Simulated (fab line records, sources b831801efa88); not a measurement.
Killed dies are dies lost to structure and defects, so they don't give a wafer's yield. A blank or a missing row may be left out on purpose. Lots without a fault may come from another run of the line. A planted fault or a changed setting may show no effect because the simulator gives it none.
fab line records | flow sky130
record lots=4 wafers=12 last_day=49
route steps=708 shown POLY_CUT@317 SD_P@320 RES_XHIGH@332 SD_N@342 PAD_OPEN@708
lots that met no fault: from a run of the same line without faults
start_h: hours from the record's first day to the start of the lot's first wafer shown | wait_h: hours since the lot's step before | " the same as in the row above | L1.1+2: a row that stands for several wafers | - no value, or no start given | * or withheld: withheld | < > ~ a bound
route shown NAME@n: a module of which the file shows steps, and the number in the route of the first | usual: mean/standard deviation of fault-free wafers | same: alike in all rows | chamber/n: place in a boat | sites: the reading at each site | _std_site: their standard deviation | _edge_site: outer sites' mean less inner sites' | radius_mm: how far each site lies from the wafer's centre | mask NAME#n: copy n | behind: the tool/chamber that last shaped the wafer | hold: why the lot was held/for how many hours/how that ended | device: the transistor (n, p or np) that didn't switch | end of line: the same wafers' tests at the end of the route | a step without rows: its recipe alone | killed: dies lost to structure and defects at the first sort, not the wafer's yield | map: a wafer's dies, x killed, . not, _ none there
set.NAME: the setting as run; set.NAME@STEP: as run at that earlier step | model.NAME: the simulator's own value behind a step, which no gauge read
lots at some steps of the route; a table a step, a row a wafer
services: from which hour (start_h, from the record's first day; less than 0 if before it) a tool's chamber was out of use, for how many hours, and why
## steps
# step SKY_POLY_CUT_ETCH_10
# recipe chemistry=N2/H2 target=BARC ion_energy_ev=200 source_w=500 bias_w=100 pressure_mtorr=30 n2_flow_sccm=100 h2_flow_sccm=200 stop_on=SiO2 time_s=45.9 target_depth_a=600
# step SKY_POLY_CUT_ETCH_11
# recipe target=Si3N4 chemistry=CF4/CH2F2/Ar stop_on=poly-Si source_w=600 bias_w=150 pressure_mtorr=40 cf4_flow_sccm=40 ch2f2_flow_sccm=20 Ar_flow_sccm=150 time_s=42.5 target_depth_a=600
# step SKY_POLY_CUT_STRIP_12
# recipe chemistry=O2/N2 power_w=1400 pressure_mtorr=1500 platen_temp_c=withheld o2_flow_sccm=3000 n2_flow_sccm=300 overash_fraction=0.5
# step SKY_SD_P_DEHYDRATE_00
# recipe temp_c=200 time_s=60
# step SKY_SD_P_HMDS_01
# recipe prime_time_s=60 prime_temp_c=120
# step SKY_SD_P_COAT_02
# recipe resist=NOVOLAK spin_rpm=3000 resist_thk_nm=1140
# step SKY_SD_P_SOFTBAKE_03
# recipe temp_c=90 time_s=60 resist=NOVOLAK
# step SKY_SD_P_EXPOSE_04
# recipe mask_id=PSDM na=0.6 source_shape=conventional sigma_outer=0.6 polarization=unpolarized target_cd_nm=380 dose_mj=138
# step SKY_SD_P_PEB_05
# recipe temp_c=withheld time_s=* resist=NOVOLAK
# step SKY_SD_P_DEVELOP_06
# recipe resist=NOVOLAK developer=TMAH develop_time_s=60 dev_temp_c=23
# step SKY_SD_P_IMPLANT_09
# recipe species=BF2 energy_kev=20 dose_cm2=3e+15 tilt_deg=0
# usual beam_energy_keV=20.001/0.0058 faraday_current_uA=11351/890
# columns lot.wafer tool chamber start_h wait_h beam_energy_keV faraday_current_uA model.implant.rp_nm model.implant.drp_nm
L282.3 implanter-02 0 638.77 0.1 16.149 11263 14.27 8.385
L282.4 " 0 " " 16.161 11225 14.27 8.385
L282.5 " 0 " " 16.165 10828 14.27 8.385
L283.1 implanter-02 0 645.58 0.0 16.147 11123 14.36 8.385
L283.2 " 0 " " 16.149 11234 14.36 8.385
L283.3 " 0 " " 16.156 11178 14.36 8.385
L293.1 implanter-02 0 723.33 0.0 20.000 11382 17.09 9.746
L293.3 " 0 " " 20.008 11125 17.09 9.746
L293.5 " 0 " " 20.005 11042 17.09 9.746
L295.1 implanter-04 0 747.58 0.0 20.005 10941 18.08 9.746
L295.3 " 0 " " 19.995 10636 18.08 9.746
L295.5 " 0 " " 20.002 10417 18.08 9.746
# step SKY_SD_P_STRIP_10
# recipe chemistry=O2/N2 power_w=1400 pressure_mtorr=1500 platen_temp_c=withheld o2_flow_sccm=3000 n2_flow_sccm=300 overash_fraction=0.5
# usual drypump_motor_current_A=5.6/0.56 oes_product_au=0.617/0.0045 strip_time_to_endpoint_s=17.51/0.047
# columns lot.wafer tool chamber start_h wait_h drypump_motor_current_A oes_product_au rf_hours_counter_h strip_time_to_endpoint_s
L282.3 plasma_asher-02 0 638.90 0.1 6.4 0.627 - 16.89
L282.4 " 1 " " 4.9 0.637 - 16.86
L282.5 " 0 " " 6.4 0.631 - 16.89
L283.1 plasma_asher-04 0 645.73 0.1 5.6 0.624 50 16.99
L283.2 " 1 " " 5.8 0.636 50 16.98
L283.3 " 0 " " 5.6 0.633 - 16.94
L293.1 plasma_asher-04 1 723.48 0.1 5.8 0.618 57 17.54
L293.3 " 1 " " 5.8 0.618 - 17.53
L293.5 " 0 " " 5.6 0.614 - 17.53
L295.1 plasma_asher-02 1 747.73 0.1 4.9 0.615 0 17.45
L295.3 " 0 " " 6.4 0.615 - 17.47
L295.5 " 0 " " 6.4 0.620 - 17.49
# step SKY_SD_P_TW_MEAS_11
# usual SD_P_TW=2819/12
# columns lot.wafer tool chamber start_h wait_h SD_P_TW
L282.3 film_metro-01 - 638.99 0.1 2668
L282.4 " - " " 2655
L282.5 " - " " 2647
L283.1 film_metro-03 - 645.83 0.1 2654
L283.2 " - " " 2641
L283.3 " - " " 2656
L293.1 film_metro-03 - 723.58 0.1 2819
L293.3 " - " " 2812
L293.5 " - " " 2823
L295.1 film_metro-01 - 747.83 0.1 2817
L295.3 " - " " 2811
L295.5 " - " " 2815
# step SKY_RES_XHIGH_DEHYDRATE_00
# recipe temp_c=200 time_s=60
# step SKY_RES_XHIGH_HMDS_01
# recipe prime_time_s=60 prime_temp_c=120
# step SKY_RES_XHIGH_COAT_02
# recipe resist=NOVOLAK spin_rpm=3000 resist_thk_nm=1140
# step SKY_RES_XHIGH_SOFTBAKE_03
# recipe temp_c=90 time_s=60 resist=NOVOLAK
# step SKY_RES_XHIGH_EXPOSE_04
# recipe mask_id=URPM na=0.6 source_shape=conventional sigma_outer=0.6 polarization=unpolarized target_cd_nm=1270 dose_mj=140
# step SKY_RES_XHIGH_PEB_05
# recipe temp_c=withheld time_s=* resist=NOVOLAK
# step SKY_RES_XHIGH_DEVELOP_06
# recipe resist=NOVOLAK developer=TMAH develop_time_s=60 dev_temp_c=23
# step SKY_RES_XHIGH_IMPLANT_07
# recipe species=BF2 energy_kev=20 dose_cm2=3.6e+14 tilt_deg=0
# step SKY_RES_XHIGH_STRIP_08
# recipe chemistry=O2/N2 power_w=1400 pressure_mtorr=1500 platen_temp_c=withheld o2_flow_sccm=3000 n2_flow_sccm=300 overash_fraction=0.5
# step SKY_SD_N_DEHYDRATE_00
# recipe temp_c=200 time_s=60
# step SKY_SD_N_HMDS_01
# recipe prime_time_s=60 prime_temp_c=120
# step SKY_SD_N_COAT_02
# recipe resist=NOVOLAK spin_rpm=3000 resist_thk_nm=1140
# step SKY_SD_N_SOFTBAKE_03
# recipe temp_c=90 time_s=60 resist=NOVOLAK
# step SKY_SD_N_EXPOSE_04
# recipe mask_id=NSDM na=0.6 source_shape=conventional sigma_outer=0.6 polarization=unpolarized target_cd_nm=380 dose_mj=141
# step SKY_SD_N_PEB_05
# recipe temp_c=withheld time_s=* resist=NOVOLAK
# step SKY_SD_N_DEVELOP_06
# recipe resist=NOVOLAK developer=TMAH develop_time_s=60 dev_temp_c=23
# step SKY_SD_N_IMPLANT_09
# recipe species=As energy_kev=50 dose_cm2=4e+15 tilt_deg=0
# step SKY_SD_N_IMPLANT_10
# recipe species=P energy_kev=20 dose_cm2=1e+14 tilt_deg=0
# step SKY_SD_N_STRIP_11
# recipe chemistry=O2/N2 power_w=1400 pressure_mtorr=1500 platen_temp_c=withheld o2_flow_sccm=3000 n2_flow_sccm=300 overash_fraction=0.5
# step SKY_SD_N_CLEAN_13
# recipe chemistry=SC1/SC2 mix=1:4:20 temp_c=70 time_s=150 dry=n2_spin
# step SKY_SD_N_RTA_14
# recipe temp_c=1075 time_s=2 idle_temp_c=650 ramp_up_c_per_s=150 ramp_down_c_per_s=90 ambient=N2
# step SKY_SD_N_RS_MEAS_17
# recipe thk_meas_gauge=four-point-probe
# usual SD_P_RS=147.1/0.36
# columns lot.wafer tool chamber start_h wait_h SD_P_RS[ohm/sq]
L282.3 film_metro-04 - 696.75 0.1 162.3
L282.4 " - " " 161.9
L282.5 " - " " 161.7
L283.1 film_metro-03 - 703.25 0.1 161.4
L283.2 " - " " 161.3
L283.3 " - " " 160.6
L293.1 film_metro-01 - 777.65 0.1 147.1
L293.3 " - " " 146.9
L293.5 " - " " 147.3
L295.1 film_metro-01 - 801.76 0.1 146.8
L295.3 " - " " 147.0
L295.5 " - " " 146.6
# step SKY_PAD_OPEN_PROBE_99
# usual killed_at_M0_to_M3=43/6.8 killed_at_M4_up=3.2/1.8 killed_at_contacts=24/5.2 killed_at_front_end=15/4.2 killed_at_other=0.4/0.62 killed_dies=85/8.7 killed_open=46/6.7 killed_short=39/5.9
# same gross_dies=492 killed_at_back_side=0
# columns lot.wafer tool chamber start_h wait_h killed_at_M0_to_M3 killed_at_M4_up killed_at_contacts killed_at_front_end killed_at_other killed_dies killed_open killed_short model.etest.pfet_01v8.r_on_ohm_um model.etest.res_pdiff.line_ohm_um model.etest.res_pdiff_hv.rs_ohm_sq model.etest.res_pdiff.rs_ohm_sq model.etest.pfet_01v8.drive_ua_um model.etest.pfet_01v8_hvt.drive_ua_um
L282.3 prober-01 - 1112.77 0.2 43 4 30 19 0 96 45 51 3097 1572 216.8 219.1 177.8 131.2
L282.4 prober-01 - 1112.82 0.2 47 4 27 15 0 93 56 37 3060 1573 217.4 218.9 180.4 133.5
L282.5 prober-01 - 1112.87 0.2 39 4 35 8 0 86 48 38 3090 1550 216.8 218 177.7 131.9
L283.1 prober-02 - 1115.97 0.1 34 7 22 15 0 78 42 36 3026 1499 216.5 217.7 183.2 135
L283.2 prober-02 - 1116.02 0.1 47 4 21 16 1 89 49 40 3024 1508 217.7 215.6 182.5 135.2
L283.3 prober-02 - 1116.07 0.2 45 2 24 15 0 86 47 39 3108 1505 215.9 216.6 177.7 130.8
L293.1 prober-01 - 1166.31 0.1 34 3 19 14 0 70 32 38 2986 1386 193.8 198.2 185.9 139
L293.3 prober-01 - 1166.41 0.2 47 2 35 15 0 99 55 44 2938 1397 196.2 200.2 187 139.5
L293.5 prober-01 - 1166.51 0.2 46 1 22 14 1 84 53 30 2950 1388 195.2 201.7 189.5 141.3
L295.1 prober-01 - 1181.44 0.1 45 4 20 17 0 86 36 50 2818 1380 188.1 193.7 199.9 148.8
L295.3 prober-01 - 1181.54 0.2 33 2 26 20 0 81 41 40 2815 1366 187.4 192.5 199.4 149.3
L295.5 prober-01 - 1181.64 0.2 34 1 24 13 1 73 42 31 2801 1342 187.1 193.6 201.6 150.6
# killed by level:class
L282.3 CONTACT:geometric_particle:open=10 METAL1:geometric_particle:short=9 VIA1:geometric_particle:open=8 VIA2:geometric_particle:open=8 POLY_GATE:geometric_particle:short=6 METAL2:geometric_particle:short=6 LI_CONTACT:geometric_particle:short=6 LI_CONTACT:geometric_particle:open=6
L282.4 VIA1:geometric_particle:open=13 LI_CONTACT:geometric_particle:open=8 VIA3:geometric_particle:open=8 CONTACT:geometric_particle:open=7 VIA2:geometric_particle:open=6 VIA1:geometric_particle:short=6 FIELD_ISO:geometric_particle:open=5 LI_CONTACT:geometric_particle:short=4
L282.5 CONTACT:geometric_particle:open=14 LI_CONTACT:geometric_particle:open=11 VIA1:geometric_particle:open=8 VIA2:geometric_particle:short=7 VIA1:geometric_particle:short=6 VIA3:geometric_particle:open=5 POLY_GATE:geometric_particle:short=4 CONTACT:geometric_particle:short=4
L283.1 LI_CONTACT:geometric_particle:open=7 VIA1:geometric_particle:open=7 CONTACT:geometric_particle:open=6 FIELD_ISO:geometric_particle:open=5 METAL1:geometric_particle:short=5 METAL2:geometric_particle:short=5 METAL2:geometric_particle:open=5 METAL4:geometric_particle:short=5
L283.2 VIA1:geometric_particle:open=12 LI_CONTACT:geometric_particle:open=10 VIA1:geometric_particle:short=8 METAL2:geometric_particle:short=6 VIA3:geometric_particle:short=6 POLY_GATE:geometric_particle:short=5 CONTACT:geometric_particle:open=5 POLY_GATE:geometric_particle:open=4
L283.3 CONTACT:geometric_particle:open=11 METAL1:geometric_particle:short=11 LI_CONTACT:geometric_particle:open=9 VIA3:geometric_particle:open=7 FIELD_ISO:geometric_particle:short=6 VIA1:geometric_particle:open=6 VIA3:geometric_particle:short=5 VIA2:geometric_particle:short=4
L293.1 LI_CONTACT:geometric_particle:open=7 VIA2:geometric_particle:open=6 SPACER:geometric_particle:short=5 CONTACT:geometric_particle:short=5 METAL1:geometric_particle:short=5 VIA1:geometric_particle:short=5 POLY_GATE:geometric_particle:short=4 CONTACT:geometric_particle:open=4
L293.3 CONTACT:geometric_particle:open=13 VIA1:geometric_particle:open=12 CONTACT:geometric_particle:short=9 VIA3:geometric_particle:open=8 METAL2:geometric_particle:short=7 LI_CONTACT:geometric_particle:open=6 METAL1:geometric_particle:short=6 VIA2:geometric_particle:open=6
L293.5 VIA1:geometric_particle:open=13 CONTACT:geometric_particle:open=9 VIA2:geometric_particle:open=8 VIA3:geometric_particle:open=7 FIELD_ISO:geometric_particle:short=6 CONTACT:geometric_particle:short=5 LI_CONTACT:geometric_particle:open=4 FIELD_ISO:geometric_particle:open=3
L295.1 METAL1:geometric_particle:short=10 VIA1:geometric_particle:open=9 METAL2:geometric_particle:short=7 LOCAL_INTERCONNECT:geometric_particle:short=6 CONTACT:geometric_particle:open=6 VIA3:geometric_particle:short=6 SPACER:geometric_particle:open=5 VIA1:geometric_particle:short=5
L295.3 VIA1:geometric_particle:open=8 FIELD_ISO:geometric_particle:short=7 METAL1:geometric_particle:short=7 LI_CONTACT:geometric_particle:open=7 CONTACT:geometric_particle:open=7 FIELD_ISO:geometric_particle:open=6 CONTACT:geometric_particle:short=6 LOCAL_INTERCONNECT:geometric_particle:short=4
L295.5 CONTACT:geometric_particle:open=13 VIA3:geometric_particle:open=8 VIA2:geometric_particle:open=5 CONTACT:geometric_particle:short=4 VIA1:geometric_particle:open=4 METAL1:geometric_particle:short=4 METAL2:geometric_particle:short=4 FIELD_ISO:geometric_particle:short=3
## services
# columns tool chamber start_h hours kind
plasma_asher-04 - 643.86 1.8 repair
implanter-04 - 646.51 3.5 pm
plasma_asher-04 - 703.84 1.4 repair
implanter-04 - 731.90 1.4 repair
plasma_asher-02 - 733.75 9.0 pm
plasma_asher-02 0 733.75 9.0 vent_cycle
plasma_asher-02 1 733.75 9.0 vent_cycle
implanter-04 - 736.42 1.0 repair
plasma_asher-02 0 742.75 - clean
plasma_asher-02 1 742.75 - clean
implanter-04 - 743.80 0.7 repair
## key
first_sign step=SKY_SD_P_IMPLANT_09 reading=beam_energy_keV direction=down sigmas=99+ usual=* struck=*
effect step=SKY_SD_P_STRIP_10 reading=strip_time_to_endpoint_s direction=down sigmas=12 usual=* struck=*
effect step=SKY_SD_P_TW_MEAS_11 reading=SD_P_TW direction=down sigmas=14 usual=2819 struck=2654
effect step=SKY_SD_N_RS_MEAS_17 reading=SD_P_RS direction=up sigmas=40 usual=147.1 struck=161.5
model_effect step=SKY_SD_P_IMPLANT_09 value=implant.rp_nm without=16.92 struck=14.32
model_effect step=SKY_PAD_OPEN_PROBE_99 value=etest.pfet_01v8.r_on_ohm_um without=2951 struck=3068
met_at SKY_SD_P_IMPLANT_09
struck_wafers L282.3,L282.4,L282.5,L283.1,L283.2,L283.3
tester_left_out L282,L283
fault kind=process_parameter_drift tool=implanter-02 chamber=- onset_h=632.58 steps=SKY_SD_P_IMPLANT_09 channel=energy_kev offset=* shape=step end_h=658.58 acts_in=* stated=*
# tester_left_out: of these lots the tester's yield and bins aren't shown, on N5 and GAA mostly nor the transistor test; their killed dies are dies lost to structure and defects alone, not to doping, threshold or leakage, so they don't give the yield
